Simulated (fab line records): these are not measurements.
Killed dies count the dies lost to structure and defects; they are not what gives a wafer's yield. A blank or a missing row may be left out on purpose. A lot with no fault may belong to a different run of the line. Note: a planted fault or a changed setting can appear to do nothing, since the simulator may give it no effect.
A lot that was struck, set against a sound lot | flow gf180mcu | 15 steps out of a route of 602
Sound: the wafers L338.1, L338.5, L338.6. Wafers struck: L342.1, L342.5, L342.6. The cause is given at the end.
Order at every step that has rows: each side's tool, ch and its chambers, its first start. Under that, the readings that differ: sound wafers | struck wafers | difference of the means | sigmas: that difference in standard deviations of wafers without a fault.
alike: a reading whose means differ by less than 2 such deviations, as well as words and numbers matching on both sides. not compared: withheld readings; readings where some wafer has no value; bounds like >300 that might hide an equal value; numbers whose values overlap and for which the record gives no deviation.
The two part at a step that has a row with sigmas, a row that says differs or no value, or rows on one side only. Non-overlapping numbers with no deviation appear without sigmas and do not part them. Lack of a reading on every wafer of one side parts them only where that side has two or more wafers.

first, 3 steps without rows for these wafers: GF_M1_STRIP_18 (strips in post etch residue remover, time 1200 s); GF_M1_CLEAN_19 (cleans in DIW); GF_V1_CVD_00 (deposits SiO2, target thk 600 nm, time 100 s).
GF_V1_THK_MEAS_01:
  sound on film_metro-04 at day 19 11:35; struck on film_metro-01 at day 20 23:43
  alike: V1_CVD_00_THK
GF_V1_CVD_02: deposits SiO2 from TEOS, target thk 850 nm, time 94.851 s.
  sound on pecvd-02 ch 0,1,2, day 19 11:38; struck on pecvd-03 ch 0,1, day 20 23:46
  alike: heater_power_w
GF_V1_THK_MEAS_03:
  sound on film_metro-01 at day 19 11:43; struck on film_metro-04 at day 20 23:50
  alike: V1_CVD_02_THK
GF_V1_CMP_04: polishes SiO2.
  sound on cmp-01 ch 0,1,3, day 19 11:52; struck on cmp-02 ch 0,1,3, day 20 23:59
  alike: motor_current_A, retaining_ring_pressure_frac, time_to_endpoint_s
GF_V1_BOW_MEAS_05:
  sound on film_metro-04 at day 19 12:04; struck on film_metro-02 at day 21 00:11
  alike: V1_BOW
then, 4 steps without rows for these wafers: GF_V1_DEHYDRATE_06 (time 60 s); GF_V1_HMDS_07 (prime time 60 s); GF_V1_COAT_08; GF_V1_COAT_09 (resist thk 1000 nm).
GF_V1_SOFTBAKE_10: time 60 s.
  sound on litho_track-01 ch 0, day 19 23:00; struck on litho_track-03 ch 0, day 21 12:00
  reading                  | sound             | struck            | difference | sigmas
  heater_power_total_W (W) | 93.11 93.01 93.13 | 95.42 95.48 95.44 | +2.36      | +41
  run_length_s (s)         | 89.30 89.15 89.22 | 84.50 84.47 84.49 | -4.74      | -43
then, 1 step without rows for these wafers: GF_V1_EXPOSE_11 (exposes mask Via1, target cd 260 nm).
GF_PASSIVATION_PROBE_99:
  the record has rows for the sound wafers here (prober-01, day 30 21:40) and none for the struck ones

WHERE THEY PART
Earliest at GF_V1_SOFTBAKE_10; latest, in this record, at GF_PASSIVATION_PROBE_99.

WHY: what had been put in by the simulator
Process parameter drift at GF_V1_SOFTBAKE_10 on litho_track-03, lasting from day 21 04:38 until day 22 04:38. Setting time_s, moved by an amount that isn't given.
